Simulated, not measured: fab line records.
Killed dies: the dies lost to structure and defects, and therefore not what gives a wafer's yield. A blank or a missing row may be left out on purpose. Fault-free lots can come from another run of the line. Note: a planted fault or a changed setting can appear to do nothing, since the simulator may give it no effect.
Which tool did it? | flow sky130 | 36 wafers from 12 lots sampled at 4 of the route's 708 steps

## WHAT EACH GAUGE READ, for each wafer
SKY_FIELD_ISO_BOW_MEAS_00. Usual: INCOMING_BOW typically reads 0 um, with standard deviation 6.3.
lot  | measured    | on            | INCOMING_BOW (um) | flag
L132 | day 1 10:00 | film-metro-02 | 6 -8 -2           |
L133 | day 1 15:00 | film-metro-01 | -1 4 5            |
L136 | day 2 06:01 | film-metro-02 | -7 -3 3           |
L138 | day 2 16:02 | film-metro-03 | -2 1 7            |
L139 | day 2 21:02 | film-metro-01 | -3 1 6            |
L140 | day 3 02:02 | film-metro-02 | 4 3 0             |
L141 | day 3 07:00 | film-metro-02 | -10 -10 1         |
L142 | day 3 12:01 | film-metro-03 | 0 -9 -2           |
L143 | day 3 17:00 | film-metro-03 | -9 3 -16          |
L146 | day 4 08:01 | film-metro-01 | -1 -2 -4          |
L147 | day 4 13:01 | film-metro-01 | -6 5 5            |
L151 | day 5 09:00 | film-metro-03 | -7 -3 -5          |

SKY_NWELL_RS_MEAS_29: measurement is done with a four-point probe. Usual: NWELL_RS typically reads 624.7 ohm/sq, with standard deviation 1.8.
lot  | measured     | on            | NWELL_RS (ohm/sq) | flag
L132 | day 5 11:13  | film-metro-04 | 626.2 625.3 626.9 |
L133 | day 5 13:52  | film-metro-01 | 623.4 622.4 622.4 |
L136 | day 6 08:07  | film-metro-04 | 627.4 626.6 626.8 |
L138 | day 6 17:05  | film-metro-01 | 626.8 625.1 626.2 |
L139 | day 7 03:10  | film-metro-01 | 624.3 621.0 623.1 |
L140 | day 7 07:20  | film-metro-03 | 622.9 623.4 623.2 |
L141 | day 7 13:39  | film-metro-04 | 625.6 624.9 626.0 |
L142 | day 7 18:28  | film-metro-01 | 621.2 623.4 624.0 |
L143 | day 8 04:58  | film-metro-04 | 627.1 626.6 625.3 |
L146 | day 9 00:23  | film-metro-04 | 628.3 628.0 627.8 |
L147 | day 9 06:05  | film-metro-04 | 634.2 633.6 635.3 | OFF
L151 | day 10 08:01 | film-metro-03 | 629.9 630.6 630.8 | OFF

SKY_NWELL_RS_MEAS_31: measurement is done with a four-point probe. Usual: PWDE_RS typically reads 5310 ohm/sq, with standard deviation 21.
lot  | measured     | on            | PWDE_RS (ohm/sq) | flag
L132 | day 5 11:28  | film-metro-04 | 5342 5316 5335   |
L133 | day 5 14:07  | film-metro-01 | 5312 5301 5292   |
L136 | day 6 08:22  | film-metro-04 | 5331 5337 5312   |
L138 | day 6 17:20  | film-metro-01 | 5316 5325 5323   |
L139 | day 7 03:24  | film-metro-01 | 5272 5273 5281   |
L140 | day 7 07:35  | film-metro-03 | 5302 5317 5298   |
L141 | day 7 13:53  | film-metro-04 | 5324 5321 5311   |
L142 | day 7 18:43  | film-metro-01 | 5296 5309 5327   |
L143 | day 8 05:13  | film-metro-04 | 5346 5336 5334   |
L146 | day 9 00:37  | film-metro-04 | 5334 5339 5314   |
L147 | day 9 06:19  | film-metro-04 | 5320 5317 5311   |
L151 | day 10 08:15 | film-metro-03 | 5303 5335 5313   |

## EACH LOT AND THE TOOL THAT RAN IT (in order: tool; ch and the chambers of the sampled wafers; start)
lot  | SKY_NWELL_IMPLANT_11
L132 | implanter-03 ch 0, day 4 16:50
L133 | implanter-03 ch 0, day 4 19:46
L136 | implanter-02 ch 0, day 5 13:04
L138 | implanter-01 ch 0, day 5 21:27
L139 | implanter-01 ch 0, day 6 06:58
L140 | implanter-03 ch 0, day 6 11:09
L141 | implanter-01 ch 0, day 6 16:56
L142 | implanter-02 ch 0, day 6 21:58
L143 | implanter-03 ch 0, day 7 08:16
L146 | implanter-01 ch 0, day 8 02:11
L147 | implanter-03 ch 0, day 8 08:19
L151 | implanter-03 ch 0, day 9 08:49
- SKY_NWELL_IMPLANT_11

## WHAT THE TOOLS THEMSELVES READ (means of the sampled wafers that have a number; where no wafer has one, the mark that the record gives instead)
SKY_NWELL_IMPLANT_11. Usual: beam-energy-keV 399.99, standard deviation 0.1; end-station-pressure-torr 5.04e-06 Torr, standard deviation 2.5e-07.
lot  | tool         | beam-energy-keV | end-station-pressure-torr (Torr) | flag
L132 | implanter-03 | 400.01          | 5.20e-06                         |
L133 | implanter-03 | 399.97          | 5.25e-06                         |
L136 | implanter-02 | 399.93          | 5.19e-06                         |
L138 | implanter-01 | 399.89          | 5.32e-06                         |
L139 | implanter-01 | 399.97          | 5.06e-06                         |
L140 | implanter-03 | 399.96          | 5.26e-06                         |
L141 | implanter-01 | 400.02          | 5.26e-06                         |
L142 | implanter-02 | 400.04          | 5.13e-06                         |
L143 | implanter-03 | 399.97          | 4.99e-06                         |
L146 | implanter-01 | 399.97          | 4.96e-06                         |
L147 | implanter-03 | 379.06          | 4.86e-06                         | OFF
L151 | implanter-03 | 379.02          | 5.02e-06                         | OFF

## THE ANSWER, worked out from the rows above alone
Rule: a lot counts as off when the mean over its wafers that have a number is more than 3 standard deviations away from the usual mean. A lot without any number at a reading at which 4 lots or more have one is off too. The other lots that the step has rows for count as sound. After the gauges, taken in route order, come the tools' own readings; for these a lot's mean is taken, as printed above. At the first step where some lot is off, the reading lying furthest off is the one used; lots without a number count as furthest.
Off: at SKY_NWELL_RS_MEAS_29 (NWELL_RS), L147, L151.
If a tool, at a process step before that reading, ran all the lots that are off and no sound lot after the first of them, it fits. Not tried: the gauges at SKY_NWELL_RS_MEAS_29; whatever is off there is also off at SKY_NWELL_IMPLANT_11, on other tools, and gauge error can't account for it. One candidate fits, namely implanter-03 at SKY_NWELL_IMPLANT_11. A fault onset in the window from L143 (day 7 08:16, its last sound lot) to L147 (day 8 08:19, its first lot off) fits.
The tool's own readings at SKY_NWELL_IMPLANT_11 bear it out: on the lots that are off they differ by more than 5 times the standard deviation of the sound lots' means. beam-energy-keV reads 379.04 there against 399.97 on the sound lots.

## WHAT WAS PUT IN BY THE SIMULATOR
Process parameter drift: implanter-03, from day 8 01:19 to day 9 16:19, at SKY_NWELL_IMPLANT_11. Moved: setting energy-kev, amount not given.
Shown lots that were struck: L147, L151. The rule above reached the same finding.
